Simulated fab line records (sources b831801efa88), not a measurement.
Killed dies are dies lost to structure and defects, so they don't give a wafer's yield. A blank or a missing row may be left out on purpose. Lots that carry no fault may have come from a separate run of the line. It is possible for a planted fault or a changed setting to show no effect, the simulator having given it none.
fab line records | flow gf180mcu | part 1 of 2: steps 1 to 24 of 36
record: lots: 5 wafers: 15 last_day: 34
route steps=602 shown V3@450 M4@456 V4@476
lots that met no fault: taken from a fault-free run of the same line
start_h: the number of hours between the record's first day and the start of the first shown wafer of the lot | wait_h: hours elapsed since this lot's preceding step | " identical to the entry in the row above | L1.1+2: one row covering several wafers at once | - value missing, or start not given | * or withheld: withheld | < > ~ a bound
route shown NAME@n: names a module that has steps shown in the file, with the first one's number in the route | usual: the fault-free wafers' mean and standard deviation | same: alike in all rows | chamber/n: place in a boat | sites: per-site readings | _std_site: standard deviation of those values | _edge_site: inner sites' mean taken away from outer sites' mean | radius_mm: for every site, how far away it sits from the centre of the wafer | mask NAME#n: copy n | behind: the tool/chamber that last shaped the wafer | hold: why the lot went on hold/how many hours it stayed there/how the hold came to an end | device: transistor that didn't switch, given as n, p or np | end of line: the same wafers' tests at the end of the route | a step given without rows: its recipe and nothing more | killed: count of dies lost to structure and defects at first sort (not the wafer's yield) | map: a wafer's dies, marking killed ones x, the rest . and places with no die _
set.NAME: the setting the step ran with; set.NAME@STEP: the setting that earlier step ran with | model.NAME: the simulator's own value behind a step, which no gauge read
certain route steps with their lots: each step a table, each wafer a row
services: when a tool's chamber went out of use (start_h, in hours from the record's first day, below 0 if earlier), for how many hours, and the reason
== steps ==
step: GF_V3_SPUTTER_21
recipe: material: Ti target_thk_nm: 15 chamber_pressure_pa: 5 power_w: 2500 substrate_temp_c: 200 time_s: 80.02
usual: throttle_valve_pct: 29.7/0.65
same: time_s: 80.02
columns lot.wafer tool chamber start_h wait_h throttle_valve_pct
L078.1 pvd_sputter-04 - 540.95 0.0 30.5
L078.5 " - " " 29.1
L078.6 " - " " 28.8
L079.3 pvd_sputter-01 - 573.99 0.0 30.7
L079.4 " - " " 29.8
L079.6 " - " " 29.7
L085.2 pvd_sputter-02 - 603.72 0.0 28.9
L085.5 " - " " 30.5
L085.6 " - " " 29.0
L084.2 pvd_sputter-04 - 605.38 0.0 29.1
L084.4 " - " " 30.2
L084.6 " - " " 29.3
L094.1 pvd_sputter-01 - 681.70 0.0 29.7
L094.4 " - " " 29.7
L094.5 " - " " 29.2
step: GF_V3_SPUTTER_22
recipe: material: TiN target_thk_nm: 10 chamber_pressure_pa: 5 power_w: 4000 time_s: 40
usual: throttle_valve_pct: 29.7/0.6
same: time_s: 40
columns lot.wafer tool chamber start_h wait_h throttle_valve_pct
L078.1 pvd_sputter-04 - 541.01 0.0 30.5
L078.5 " - " " 29.0
L078.6 " - " " 29.2
L079.3 pvd_sputter-01 - 574.05 0.0 30.4
L079.4 " - " " 29.9
L079.6 " - " " 29.8
L085.2 pvd_sputter-02 - 603.79 0.0 28.9
L085.5 " - " " 30.1
L085.6 " - " " 28.8
L084.2 pvd_sputter-04 - 605.44 0.0 29.1
L084.4 " - " " 30.3
L084.6 " - " " 29.1
L094.1 pvd_sputter-01 - 681.76 0.0 29.8
L094.4 " - " " 29.6
L094.5 " - " " 29.3
step: GF_V3_CVD_23
recipe: material: W target_thk_nm: 350 time_s: 104.9 temp_c: 400 pressure_torr: 40
usual: heater_power_w: 849/84
same: time_s: 104.9
columns lot.wafer tool chamber start_h wait_h heater_power_w
L078.1 cvd_w-01 1 541.05 0.0 796
L078.5 " 1 " " 774
L078.6 " 0 " " 942
L079.3 cvd_w-02 0 574.13 0.1 748
L079.4 " 1 " " 809
L079.6 " 1 " " 833
L085.2 cvd_w-01 0 603.82 0.0 974
L085.5 " 1 " " 777
L085.6 " 0 " " 993
L084.2 cvd_w-01 0 605.48 0.0 958
L084.4 " 1 " " 790
L084.6 " 1 " " 795
L094.1 cvd_w-01 1 681.80 0.0 785
L094.4 " 1 " " 791
L094.5 " 1 " " 785
step: GF_V3_RS_MEAS_24
recipe: thk_meas_gauge: four-point-probe reads: W_of_V3_CVD_23+TiN_of_V3_SPUTTER_22+Ti_of_V3_SPUTTER_21
usual: V3_W_RS: 0.329/0.0032
columns lot.wafer tool chamber start_h wait_h V3_W_RS[ohm/sq]
L078.1 film_metro-02 - 541.16 0.1 0.333
L078.5 " - " " 0.331
L078.6 " - " " 0.331
L079.3 film_metro-02 - 574.24 0.1 0.334
L079.4 " - " " 0.325
L079.6 " - " " 0.323
L085.2 film_metro-03 - 603.96 0.1 0.321
L085.5 " - " " 0.327
L085.6 " - " " 0.325
L084.2 film_metro-02 - 605.61 0.1 0.322
L084.4 " - " " 0.334
L084.6 " - " " 0.332
L094.1 film_metro-02 - 681.91 0.1 0.331
L094.4 " - " " 0.331
L094.5 " - " " 0.332
step: GF_V3_THK_MEAS_25
recipe: thk_meas_gauge: xrf reads: W_of_V3_CVD_23
usual: V3_W_THK: 355/4.1
columns lot.wafer tool chamber start_h wait_h V3_W_THK[nm]
L078.1 film_metro-02 - 541.28 0.1 352
L078.5 " - " " 355
L078.6 " - " " 355
L079.3 film_metro-02 - 574.34 0.1 353
L079.4 " - " " 363
L079.6 " - " " 364
L085.2 film_metro-03 - 604.07 0.1 358
L085.5 " - " " 354
L085.6 " - " " 356
L084.2 film_metro-02 - 605.72 0.1 361
L084.4 " - " " 349
L084.6 " - " " 353
L094.1 film_metro-02 - 682.03 0.1 355
L094.4 " - " " 355
L094.5 " - " " 353
step: GF_V3_CMP_26
recipe: stop_on: SiO2 down_force_psi: 3.5 platen_rpm: 60 t_overpolish_s: 15 target_thk_nm: 0 pad_velocity_m_s: 0.94248
usual: motor_current_A: 11.0/1.2 overpolish_run_s: 15.000/0.0083 slurry_filter_dp_kPa: 13.52/0.13 time_to_endpoint_s: 85/3.5
same: t_overpolish_s: 15
columns lot.wafer tool chamber start_h wait_h motor_current_A overpolish_run_s slurry_filter_dp_kPa time_to_endpoint_s
L078.1 cmp-01 2 541.44 0.1 12.4 15.004 13.68 79
L078.6 " 0 " " 11.6 14.990 13.51 84
L078.5 " 1 " " 12.1 15.005 13.79 82
L079.3 cmp-01 1 574.48 0.1 12.1 15.005 13.55 88
L079.4 " 2 " " 11.6 14.988 13.59 83
L079.6 " 3 " " 9.9 15.018 13.43 86
L085.2 cmp-01 2 604.22 0.1 12.3 15.008 13.77 88
L085.6 " 0 " " 11.6 15.013 13.80 88
L085.5 " 1 " " 11.6 15.004 13.59 87
L084.4 cmp-01 3 605.82 0.1 9.7 15.005 13.45 80
L084.2 " 0 " " 11.5 14.995 13.34 89
L084.6 " 3 " " 9.9 15.004 13.36 79
L094.4 cmp-02 1 682.09 0.0 9.0 14.986 13.67 86
L094.1 " 2 " " 12.7 15.006 13.61 79
L094.5 " 2 " " 12.6 14.992 13.71 81
step: GF_M4_SPUTTER_00
recipe: material: Ti target_thk_nm: 37.5 arriving_ion_energy_ev: 80 substrate_temp_c: 200 chamber_pressure_pa: 2 power_w: 4000 time_s: 150
usual: throttle_valve_pct: 30.3/1.2
same: time_s: 150
columns lot.wafer tool chamber start_h wait_h throttle_valve_pct
L078.1 pvd_sputter-02 - 541.64 0.1 29.0
L078.5 " - " " 29.2
L078.6 " - " " 30.3
L079.3 pvd_sputter-01 - 574.68 0.1 30.0
L079.4 " - " " 29.5
L079.6 " - " " 30.5
L085.2 pvd_sputter-03 - 604.42 0.1 29.0
L085.5 " - " " 32.0
L085.6 " - " " 31.9
L084.2 pvd_sputter-03 - 606.07 0.1 31.9
L084.4 " - " " 31.4
L084.6 " - " " 31.3
L094.1 pvd_sputter-03 - 682.39 0.2 32.1
L094.4 " - " " 31.3
L094.5 " - " " 31.1
step: GF_M4_SPUTTER_01
recipe: material: TiN target_thk_nm: 30 power_w: 6500 time_s: 25 chamber_pressure_pa: 0.4
usual: throttle_valve_pct: 30.3/1.2
same: time_s: 25
columns lot.wafer tool chamber start_h wait_h throttle_valve_pct
L078.1 pvd_sputter-02 - 541.74 0.1 28.9
L078.5 " - " " 29.3
L078.6 " - " " 30.4
L079.3 pvd_sputter-01 - 574.78 0.1 30.0
L079.4 " - " " 29.8
L079.6 " - " " 30.2
L085.2 pvd_sputter-03 - 604.52 0.1 29.0
L085.5 " - " " 32.0
L085.6 " - " " 32.2
L084.2 pvd_sputter-03 - 606.17 0.1 32.2
L084.4 " - " " 31.5
L084.6 " - " " 31.3
L094.1 pvd_sputter-03 - 682.49 0.1 31.9
L094.4 " - " " 31.6
L094.5 " - " " 31.3
step: GF_M4_SPUTTER_02
recipe: material: AlCu target_thk_nm: 450 power_w: 10600 time_s: 23.9 chamber_pressure_pa: 0.4
usual: throttle_valve_pct: 30.3/1.3
same: time_s: 23.9
columns lot.wafer tool chamber start_h wait_h throttle_valve_pct
L078.1 pvd_sputter-02 - 541.77 0.0 28.9
L078.5 " - " " 28.7
L078.6 " - " " 30.4
L079.3 pvd_sputter-01 - 574.81 0.0 29.8
L079.4 " - " " 29.7
L079.6 " - " " 30.5
L085.2 pvd_sputter-03 - 604.55 0.0 29.0
L085.5 " - " " 32.3
L085.6 " - " " 32.0
L084.2 pvd_sputter-03 - 606.20 0.0 32.0
L084.4 " - " " 31.5
L084.6 " - " " 31.3
L094.1 pvd_sputter-03 - 682.52 0.0 31.9
L094.4 " - " " 31.5
L094.5 " - " " 31.4
step: GF_M4_SPUTTER_03
recipe: material: Ti target_thk_nm: 10 substrate_temp_c: 300 chamber_pressure_pa: 0.3 power_w: 3000 time_s: 6.7
usual: throttle_valve_pct: 30.3/1.2
same: time_s: 6.7
columns lot.wafer tool chamber start_h wait_h throttle_valve_pct
L078.1 pvd_sputter-02 - 541.80 0.0 29.1
L078.5 " - " " 29.1
L078.6 " - " " 30.3
L079.3 pvd_sputter-01 - 574.84 0.0 29.6
L079.4 " - " " 29.5
L079.6 " - " " 30.3
L085.2 pvd_sputter-03 - 604.58 0.0 28.9
L085.5 " - " " 32.0
L085.6 " - " " 31.8
L084.2 pvd_sputter-03 - 606.23 0.0 31.9
L084.4 " - " " 31.5
L084.6 " - " " 31.4
L094.1 pvd_sputter-03 - 682.55 0.0 32.2
L094.4 " - " " 31.4
L094.5 " - " " 31.6
step: GF_M4_SPUTTER_04
recipe: material: TiN target_thk_nm: 50 power_w: 6500 time_s: 41.7 chamber_pressure_pa: 0.4
usual: throttle_valve_pct: 30.3/1.2
same: time_s: 41.7
columns lot.wafer tool chamber start_h wait_h throttle_valve_pct
L078.1 pvd_sputter-02 - 541.82 0.0 28.9
L078.5 " - " " 28.9
L078.6 " - " " 30.3
L079.3 pvd_sputter-01 - 574.86 0.0 29.8
L079.4 " - " " 29.8
L079.6 " - " " 30.3
L085.2 pvd_sputter-03 - 604.60 0.0 29.1
L085.5 " - " " 31.9
L085.6 " - " " 32.0
L084.2 pvd_sputter-03 - 606.25 0.0 32.1
L084.4 " - " " 31.5
L084.6 " - " " 31.4
L094.1 pvd_sputter-03 - 682.57 0.0 32.1
L094.4 " - " " 31.5
L094.5 " - " " 31.3
step: GF_M4_RS_MEAS_05
recipe: thk_meas_gauge: four-point-probe reads: TiN_of_M4_SPUTTER_04+Ti_of_M4_SPUTTER_03+AlCu_of_M4_SPUTTER_02+TiN_of_M4_SPUTTER_01+Ti_of_M4_SPUTTER_00
usual: M4_ALCU_RS: 0.0699/0.00079
columns lot.wafer tool chamber start_h wait_h M4_ALCU_RS[ohm/sq]
L078.1 film_metro-01 - 541.86 0.0 0.0700
L078.5 " - " " 0.0693
L078.6 " - " " 0.0705
L079.3 film_metro-01 - 574.94 0.1 0.0709
L079.4 " - " " 0.0700
L079.6 " - " " 0.0710
L085.2 film_metro-04 - 604.66 0.0 0.0692
L085.5 " - " " 0.0693
L085.6 " - " " 0.0698
L084.2 film_metro-04 - 606.31 0.0 0.0689
L084.4 " - " " 0.0699
L084.6 " - " " 0.0704
L094.1 film_metro-01 - 682.61 0.0 0.0694
L094.4 " - " " 0.0692
L094.5 " - " " 0.0694
step: GF_M4_THK_MEAS_06
recipe: thk_meas_gauge: xrf reads: AlCu_of_M4_SPUTTER_02
usual: M4_ALCU_THK: 441/5.4
columns lot.wafer tool chamber start_h wait_h M4_ALCU_THK[nm]
L078.1 film_metro-01 - 541.98 0.1 439
L078.5 " - " " 441
L078.6 " - " " 434
L079.3 film_metro-01 - 575.04 0.1 431
L079.4 " - " " 438
L079.6 " - " " 431
L085.2 film_metro-04 - 604.77 0.1 449
L085.5 " - " " 445
L085.6 " - " " 447
L084.2 film_metro-04 - 606.42 0.1 448
L084.4 " - " " 442
L084.6 " - " " 442
L094.1 film_metro-01 - 682.73 0.1 442
L094.4 " - " " 446
L094.5 " - " " 440
step: GF_M4_DEHYDRATE_07
recipe: temp_c: 200 time_s: 60
usual: heater_power_total_W: 160.37/0.13
same: time_s: 60
columns lot.wafer tool chamber start_h wait_h heater_power_total_W
L078.1 litho_track-02 0 552.33 10.3 160.36
L078.5 " 0 " " 160.21
L078.6 " 0 " " 160.46
L079.3 litho_track-01 0 584.48 9.4 160.41
L079.4 " 0 " " 160.32
L079.6 " 0 " " 160.52
L085.2 litho_track-03 0 614.83 10.1 160.51
L085.5 " 0 " " 160.47
L085.6 " 0 " " 160.19
L084.2 litho_track-02 0 616.96 10.5 160.59
L084.4 " 0 " " 160.39
L084.6 " 0 " " 160.22
L094.1 litho_track-02 0 691.08 8.3 160.20
L094.4 " 0 " " 160.21
L094.5 " 0 " " 160.47
step: GF_M4_HMDS_08
recipe: prime_time_s: 60 prime_temp_c: 120
usual: prime_temp_c: 120.00/0.12
columns lot.wafer tool chamber start_h wait_h prime_temp_c
L078.1 litho_track-02 0 552.48 0.1 119.60
L078.5 " 0 " " 119.84
L078.6 " 0 " " 119.67
L079.3 litho_track-01 0 584.63 0.1 120.03
L079.4 " 0 " " 120.18
L079.6 " 0 " " 119.92
L085.2 litho_track-03 0 614.98 0.1 120.02
L085.5 " 0 " " 120.14
L085.6 " 0 " " 120.28
L084.2 litho_track-02 0 617.11 0.1 120.02
L084.4 " 0 " " 119.91
L084.6 " 0 " " 119.99
L094.1 litho_track-02 0 691.23 0.1 120.02
L094.4 " 0 " " 119.88
L094.5 " 0 " " 120.18
step: GF_M4_COAT_09
recipe: resist: KrF spin_rpm: withheld resist_thk_nm: 1000
columns lot.wafer tool chamber start_h wait_h
L078.1+5+6 litho_track-02 0 552.63 0.1
L079.3+4+6 litho_track-01 0 584.78 0.1
L085.2+5+6 litho_track-03 0 615.13 0.1
L084.2+4+6 litho_track-02 0 617.26 0.1
L094.1+4+5 litho_track-02 0 691.38 0.1
step: GF_M4_SOFTBAKE_10
recipe: temp_c: 130 time_s: 60 resist: KrF
usual: heater_power_total_W: 93.05/0.061
same: time_s: 60
columns lot.wafer tool chamber start_h wait_h heater_power_total_W
L078.1 litho_track-02 0 552.78 0.1 93.02
L078.5 " 0 " " 93.12
L078.6 " 0 " " 92.94
L079.3 litho_track-01 0 584.93 0.1 92.99
L079.4 " 0 " " 93.01
L079.6 " 0 " " 93.13
L085.2 litho_track-03 0 615.28 0.1 93.04
L085.5 " 0 " " 92.94
L085.6 " 0 " " 93.13
L084.2 litho_track-02 0 617.41 0.1 93.12
L084.4 " 0 " " 93.08
L084.6 " 0 " " 93.01
L094.1 litho_track-02 0 691.53 0.1 92.98
L094.4 " 0 " " 93.05
L094.5 " 0 " " 93.02
step: GF_M4_EXPOSE_11
recipe: mask_id: Metal4 target_cd_nm: 280 na: 0.68 source_shape: conventional sigma_outer: 0.6 dose_mj: 28
same: sigma_outer: 0.6
columns lot.wafer tool chamber start_h wait_h mask
L078.1+5+6 krf_scanner-01 0 - - Metal4#0
L079.3+4+6 krf_scanner-02 0 - - Metal4#0
L085.2+5+6 krf_scanner-02 0 - - Metal4#0
L084.2+4+6 krf_scanner-01 0 - - Metal4#0
L094.1+4+5 krf_scanner-01 0 - - Metal4#0
step: GF_M4_PEB_12
recipe: peb_temp_c: 135 peb_time_s: 90 resist: KrF
usual: heater_power_total_W: 85.70/0.08
columns lot.wafer tool chamber start_h wait_h heater_power_total_W
L078.1 litho_track-03 0 - - 85.76
L078.5 " 0 " " 85.74
L078.6 " 0 " " 85.76
L079.3 litho_track-01 0 - - 85.64
L079.4 " 0 " " 85.68
L079.6 " 0 " " 85.70
L085.2 litho_track-02 0 - - 85.57
L085.5 " 0 " " 85.65
L085.6 " 0 " " 85.67
L084.2 litho_track-03 0 - - 85.58
L084.4 " 0 " " 85.57
L084.6 " 0 " " 85.80
L094.1 litho_track-03 0 - - 85.69
L094.4 " 0 " " 85.78
L094.5 " 0 " " 85.71
step: GF_M4_DEVELOP_13
recipe: develop_time_s: 60 dev_temp_c: 21
usual: developer_temp_C: 21.00/0.097
columns lot.wafer tool chamber start_h wait_h developer_temp_C
L078.1 litho_track-03 0 563.60 0.2 21.22
L078.5 " 0 " " 20.98
L078.6 " 0 " " 21.10
L079.3 litho_track-01 0 595.23 0.1 20.95
L079.4 " 0 " " 21.05
L079.6 " 0 " " 21.11
L085.2 litho_track-02 0 625.01 0.2 21.04
L085.5 " 0 " " 21.15
L085.6 " 0 " " 21.07
L084.2 litho_track-03 0 626.78 0.2 21.11
L084.4 " 0 " " 20.91
L084.6 " 0 " " 20.94
L094.1 litho_track-03 0 700.95 0.2 21.00
L094.4 " 0 " " 20.96
L094.5 " 0 " " 21.01
step: GF_M4_CD_MEAS_14
recipe: target_cd_nm: 280
usual: cd_nm: 279.9/1.2
columns lot.wafer tool chamber start_h wait_h cd_nm
L078.1 cd_sem-01 - 563.75 0.1 279.9
L078.5 " - " " 279.4
L078.6 " - " " 279.7
L079.3 cd_sem-01 - 595.37 0.1 280.5
L079.4 " - " " 281.1
L079.6 " - " " 280.6
L085.2 cd_sem-02 - 625.15 0.1 278.5
L085.5 " - " " 278.1
L085.6 " - " " 279.6
L084.2 cd_sem-02 - 626.92 0.1 280.0
L084.4 " - " " 281.9
L084.6 " - " " 280.5
L094.1 cd_sem-02 - 701.10 0.1 278.2
L094.4 " - " " 279.0
L094.5 " - " " 278.8
step: GF_M4_OVL_MEAS_15
usual: M4_OVL: 5/5
columns lot.wafer tool chamber start_h wait_h M4_OVL[nm]
L078.1 overlay-01 - 563.87 0.1 5
L078.5 " - " " 3
L078.6 " - " " 2
L079.3 overlay-01 - 595.46 0.1 15
L079.4 " - " " 1
L079.6 " - " " 4
L085.2 overlay-01 - 625.26 0.1 6
L085.5 " - " " 9
L085.6 " - " " 9
L084.2 overlay-02 - 627.03 0.1 4
L084.4 " - " " 7
L084.6 " - " " 4
L094.1 overlay-02 - 701.22 0.1 3
L094.4 " - " " 2
L094.5 " - " " -2
step: GF_M4_METAL_ETCH_16
recipe: chemistry: Cl2/BCl3 mask_material: KrF target_depth_nm: 750.8 stop_on: SiO2 pressure_mtorr: 8 icp_w: 800 bias_w: 140 Cl2_flow_sccm: 80 bcl3_flow_sccm: 40 time_s: 125.1
usual: drypump_motor_current_A: 6.0/0.43 he_backside_leak_sccm: 3.3/0.38 oes_product_au: 0.992/0.0055 throttle_valve_pct: 28.229/0.009
same: time_s: 125.1
columns lot.wafer tool chamber start_h wait_h drypump_motor_current_A he_backside_leak_sccm oes_product_au rf_hours_counter_h throttle_valve_pct
L078.1 rie_metal-01 1 563.91 0.0 6.6 3.2 0.987 8 28.237
L078.5 " 1 " " 6.6 3.3 0.990 - 28.228
L078.6 " 0 " " 5.9 3.1 1.000 - 28.214
L079.3 rie_metal-04 0 595.52 0.1 5.2 3.5 0.998 - 28.240
L079.4 " 1 " " 5.5 3.1 0.989 - 28.219
L079.6 " 1 " " 5.5 3.3 0.988 - 28.248
L085.2 rie_metal-04 0 625.29 0.0 5.2 3.3 0.992 4 28.227
L085.5 " 0 " " 5.2 3.4 0.996 - 28.217
L085.6 " 1 " " 5.5 3.3 0.982 - 28.223
L084.2 rie_metal-01 0 627.06 0.0 5.9 3.0 0.988 2 28.240
L084.4 " 1 " " 6.6 3.3 0.991 - 28.230
L084.6 " 0 " " 5.9 3.2 0.989 - 28.226
L094.1 rie_metal-01 1 701.26 0.0 6.5 3.1 0.993 13 28.227
L094.4 " 1 " " 6.5 3.0 0.992 - 28.229
L094.5 " 0 " " 5.8 3.1 0.991 - 28.221
step: GF_M4_STRIP_17
recipe: chemistry: O2/N2 power_w: 1400 pressure_mtorr: 1500 platen_temp_c: 250 o2_flow_sccm: 3000 n2_flow_sccm: 300 overash_fraction: 0.5
usual: drypump_motor_current_A: 5.7/0.34 heater_power_w: 340/20 o2_flow_sccm: 3000/8 oes_product_au: 0.537/0.0052 strip_time_to_endpoint_s: 7.37/0.049
same: overash_fraction: 0.5
columns lot.wafer tool chamber start_h wait_h drypump_motor_current_A heater_power_w o2_flow_sccm oes_product_au rf_hours_counter_h strip_time_to_endpoint_s
L078.1 plasma_asher-03 1 564.04 0.1 5.4 341 3016 0.533 45 7.29
L078.5 " 0 " " 6.0 354 3004 0.533 - 7.30
L078.6 " 1 " " 5.3 328 3016 0.535 - 7.29
L079.3 plasma_asher-03 0 595.64 0.1 6.0 377 2990 0.542 - 7.34
L079.4 " 1 " " 5.4 344 3001 0.534 - 7.32
L079.6 " 0 " " 6.0 383 2986 0.532 - 7.35
L085.2 plasma_asher-04 1 625.42 0.1 5.1 336 3014 0.537 21 7.31
L085.5 " 0 " " 5.8 303 2997 0.533 - 7.27
L085.6 " 1 " " 5.1 329 3007 0.541 - 7.35
L084.2 plasma_asher-01 0 627.19 0.1 6.1 326 2989 0.537 97 7.43
L084.4 " 1 " " 5.6 365 3008 0.546 - 7.41
L084.6 " 1 " " 5.6 350 2995 0.542 - 7.46
L094.1 plasma_asher-03 0 701.39 0.1 6.0 370 2991 0.532 58 7.38
L094.4 " 0 " " 6.0 364 3004 0.541 - 7.39
L094.5 " 1 " " 5.4 345 3006 0.537 - 7.38
